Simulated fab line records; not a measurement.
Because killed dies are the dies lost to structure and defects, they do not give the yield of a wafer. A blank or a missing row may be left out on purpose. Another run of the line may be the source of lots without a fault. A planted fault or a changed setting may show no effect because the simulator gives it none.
Which tool was responsible?    flow sfq line    42 wafers from 14 lots sampled at 4 of the route's 325 steps

WHAT THE GAUGES READ, wafer by wafer
SFQ_I0_BOW_MEAS_907.
lot   measured      on             I0_BOW (um)
L977  day 8 09:43   film metro-01  -6 6 2
L978  day 8 12:43   film metro-01  10 10 8
L979  day 8 15:44   film metro-02  2 3 11
L980  day 8 19:07   film metro-01  4 4 1
L982  day 9 12:07   film metro-02  -2 -2 -7
L985  day 10 07:19  film metro-03  10 7 2
L987  day 10 21:55  film metro-03  -5 -20 2
L988  day 11 01:05  film metro-01  15 5 -3
L992  day 12 04:18  film metro-02  8 -17 6
L993  day 12 07:17  film metro-03  -2 5 -6
L994  day 12 19:58  film metro-03  13 9 8
L995  day 13 01:55  film metro-01  -6 1 9
L998  day 14 02:59  film metro-02  10 6 0
L100  day 14 11:59  film metro-01  21 7 8

SFQ_I3_BOW_MEAS_922.
lot   measured      on             I3_BOW (um)
L977  day 28 08:17  film metro-02  0 11 6
L978  day 28 11:55  film metro-02  23 23 19
L979  day 28 23:56  film metro-03  8 11 20
L980  day 29 13:19  film metro-04  -3 -2 -7
L982  day 30 14:19  film metro-02  6 7 1
L985  day 31 22:22  film metro-03  15 14 9
L987  day 32 17:34  film metro-04  -5 -19 3
L988  day 32 23:34  film metro-04  18 10 2
L992  day 34 12:18  film metro-04  17 -9 13
L993  day 34 18:09  film metro-03  8 16 4
L994  day 35 03:33  film metro-04  18 13 13
L995  day 35 09:31  film metro-02  -4 1 9
L998  day 36 12:31  film metro-03  5 2 -4
L100  day 37 01:53  film metro-04  24 11 10

WHICH TOOL RAN EACH LOT (tool, then ch and the chambers of the sampled wafers, then the start)
lot   SFQ_TRILAYER_M0_BARC_OPEN_METAL_ETCH_031  SFQ_TRILAYER_M1_STRIP_STRIP_043
L977  rie metal-04 ch 0,1, day 7 20:47          rie metal-03 ch 0,1, day 12 17:05
L978  rie metal-04 ch 0,1, day 8 01:35          rie metal-03 ch 0,1, day 12 19:29
L979  rie metal-03 ch 0,1, day 8 05:11          rie metal-04 ch 0, day 12 23:28
L980  rie metal-02 ch 0,1, day 8 11:11          rie metal-04 ch 0, day 13 07:13
L982  rie metal-04 ch 0,1, day 9 04:00          rie metal-04 ch 0,1, day 14 02:26
L985  rie metal-02 ch 0,1, day 9 20:48          rie metal-01 ch 0,1, day 15 06:02
L987  rie metal-03 ch 0,1, day 10 08:47         rie metal-04 ch 0,1, day 15 21:26
L988  rie metal-04 ch 0,1, day 10 15:59         rie metal-03 ch 0,1, day 16 01:02
L992  rie metal-02 ch 0,1, day 11 16:05         rie metal-03 ch 0,1, day 17 07:28
L993  rie metal-03 ch 0,1, day 12 02:53         rie metal-04 ch 0,1, day 17 09:52
L994  rie metal-02 ch 0,1, day 12 15:54         rie metal-04 ch 0,1, day 17 19:40
L995  rie metal-02 ch 1, day 12 19:29           rie metal-04 ch 1, day 18 06:14
L998  rie metal-02 ch 0,1, day 13 20:41         rie metal-01 ch 0,1, day 19 16:58
L100  rie metal-04 ch 0,1, day 14 05:05         rie metal-03 ch 0,1, day 19 22:58
- SFQ_TRILAYER_M0_BARC_OPEN_METAL_ETCH_031: etches BARC in O2, target depth 125 nm, time 41.7 s.
- SFQ_TRILAYER_M1_STRIP_STRIP_043: strips in O2.

AS READ BY THE TOOLS THEMSELVES (means over the sampled wafers that have a number; for cases with no such wafer, the mark the record gives instead)
SFQ_TRILAYER_M0_BARC_OPEN_METAL_ETCH_031.
lot   tool          chamber pressure mTorr (mTorr)  drypump motor current A (A)  oes product au (a.u.)
L977  rie metal-04  9.999                           4.9                          0.684
L978  rie metal-04  9.999                           5.0                          0.689
L979  rie metal-03  10.009                          5.4                          0.688
L980  rie metal-02  9.994                           5.9                          0.688
L982  rie metal-04  9.994                           4.9                          0.680
L985  rie metal-02  10.009                          5.8                          0.686
L987  rie metal-03  10.009                          5.4                          0.688
L988  rie metal-04  9.998                           5.0                          0.688
L992  rie metal-02  10.004                          5.9                          0.684
L993  rie metal-03  9.997                           5.3                          0.683
L994  rie metal-02  10.000                          5.9                          0.680
L995  rie metal-02  9.996                           5.9                          0.685
L998  rie metal-02  9.990                           5.8                          0.683
L100  rie metal-04  10.000                          4.9                          0.679

SFQ_TRILAYER_M1_STRIP_STRIP_043.
lot   tool          chamber pressure mTorr (mTorr)  drypump motor current A (A)  oes product au (a.u.)
L977  rie metal-03  50.02                           5.37                         1.003
L978  rie metal-03  50.01                           5.37                         1.004
L979  rie metal-04  49.99                           5.06                         1.009
L980  rie metal-04  49.98                           5.05                         1.006
L982  rie metal-04  50.02                           4.99                         1.004
L985  rie metal-01  49.96                           5.09                         1.006
L987  rie metal-04  50.02                           4.99                         1.000
L988  rie metal-03  60.05                           5.35                         1.005
L992  rie metal-03  60.03                           5.38                         1.002
L993  rie metal-04  50.02                           4.93                         0.997
L994  rie metal-04  49.98                           4.92                         0.996
L995  rie metal-04  49.99                           4.86                         0.999
L998  rie metal-01  50.02                           5.10                         1.012
L100  rie metal-03  49.95                           5.39                         1.009

THE ANSWER, worked out from the rows above alone
Rule: the usual values come from the lots themselves. Put in order of their means at a reading, lots are off if they are a third of the lots or fewer, leave a main group of 4 or more, and stand apart from it by a gap of 3 or more times the standard deviation of the main group's means; of several such gaps the widest counts. A main group whose means are all the same, to the digits that the tables above print for the reading, isn't used. Also off: a lot with no number at a reading for which 4 or more lots have one. Any other lot the step has rows for is counted as sound. The gauges are gone through in route order, then the tools' own readings, and for those a lot's mean is taken as printed above. At the first step where some lot is off, the reading lying furthest off is the one used; lots without a number count as furthest.
Off: L988, L992, at SFQ_TRILAYER_M1_STRIP_STRIP_043 (chamber pressure mTorr). The main group has a mean of 50.00 mTorr with a standard deviation of 0.024.
If a tool, at that step or one of the process steps before it, ran each lot that is off and ran no sound lot following the first of them, it fits. Not one of the candidates tried fits.

WHAT WAS PUT IN BY THE SIMULATOR
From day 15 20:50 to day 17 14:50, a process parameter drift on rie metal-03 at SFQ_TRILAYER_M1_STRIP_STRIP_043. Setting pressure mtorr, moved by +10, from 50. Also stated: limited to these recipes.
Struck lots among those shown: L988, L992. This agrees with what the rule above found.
